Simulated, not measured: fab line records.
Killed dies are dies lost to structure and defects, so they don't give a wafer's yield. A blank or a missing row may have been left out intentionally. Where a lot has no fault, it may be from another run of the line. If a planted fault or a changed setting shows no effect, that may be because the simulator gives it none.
2 desks, one fault :: flow gf180mcu :: numbers are kept per desk, each desk with only its own; the story behind them comes last

FOR THE TOOL OWNER'S DESK: rie si-02
The tool's own readings at GF_STI_ETCH_14 (etches Si in HBr/Cl2/O2, target depth 360 nm, time 102.9 s): means of the sampled wafers that have a number, for each lot that ran on this tool. The brackets show how far a lot's mean lies from the usual mean; more than 4 standard deviations puts the lot out of limits, marked OUT.
Columns: A = drypump motor current A at GF_STI_ETCH_14, usual 5.8 A; B = oes product au at GF_STI_ETCH_14, usual 1.000 a.u.; C = run length s at GF_STI_ETCH_14, usual 131.2 s; D = throttle valve pct at GF_STI_ETCH_14, usual 25.657 %
lot: L476
first seen here: day 2 07:28
A: 5.5
B: 0.993
C: 131.3
D: 25.666

lot: L477
first seen here: day 2 11:49
A: 5.7
B: 0.993
C: 131.3
D: 25.656

lot: L478
first seen here: day 2 17:19
A: 5.5
B: 0.992
C: 127.6 (-9.0) OUT
D: 25.657

lot: L479
first seen here: day 2 22:11
A: 5.6
B: 1.004
C: 127.4 (-9.4) OUT
D: 25.657

lot: L491
first seen here: day 5 13:02
A: 5.7
B: 0.998
C: 131.3
D: 25.657

lot: L496
first seen here: day 6 13:49
A: 5.6
B: 0.993
C: 131.1
D: 25.658

lot: L498
first seen here: day 6 23:38
A: 5.5
B: 0.999
C: 131.1
D: 25.661
This desk's verdict: out of limits on L478, L479, starting with L478 at day 2 17:19 (run length s at GF_STI_ETCH_14). In limits: L476, L477, L491, L496, L498.

AT THE METROLOGY DESK
What the gauges read for every lot (on any tool): the sampled wafers with a number, averaged. The brackets show how far a lot's mean lies from the usual mean; more than 4 standard deviations puts the lot out of limits, marked OUT.
Columns: A = HV_LDD_01_OVL at GF_HV_LDD_OVL_MEAS_20, usual 0.4 nm
lot: L476
first seen here: day 11 06:35
A: 0.0

lot: L477
first seen here: day 11 13:58
A: 0.7

lot: L478
first seen here: day 11 18:06
A: 1.4

lot: L479
first seen here: day 12 04:29
A: 0.7

lot: L481
first seen here: day 12 20:21
A: 1.3

lot: L482
first seen here: day 13 01:28
A: 0.3

lot: L488
first seen here: day 14 20:43
A: -0.5

lot: L491
first seen here: day 15 22:25
A: -0.5

lot: L492
first seen here: day 16 06:31
A: -0.6

lot: L493
first seen here: day 16 12:07
A: 1.7

lot: L494
first seen here: day 16 20:18
A: 0.5

lot: L496
first seen here: day 17 08:58
A: 0.1

lot: L498
first seen here: day 18 07:58
A: 0.1
Result from this desk: across the 13 lots, nothing is out of limits.

BROUGHT TOGETHER
The tool owner's desk had the chance to raise an alarm at day 2 17:19 on L478, L479.
Nothing out of limits was seen by the metrology desk.
The metrology desk has L478, L479 on record, within its limits.
On rie si-02, each named lot ran GF_STI_ETCH_14.

WHAT WAS PUT IN BY THE SIMULATOR
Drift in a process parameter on rie si-02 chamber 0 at GF_STI_ETCH_14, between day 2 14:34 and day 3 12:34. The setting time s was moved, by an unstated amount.
Struck lots among those shown: L478, L479.
How many hours passed from the start of the fault until each desk's first out-of-limits reading: the tool owner's desk, 3.
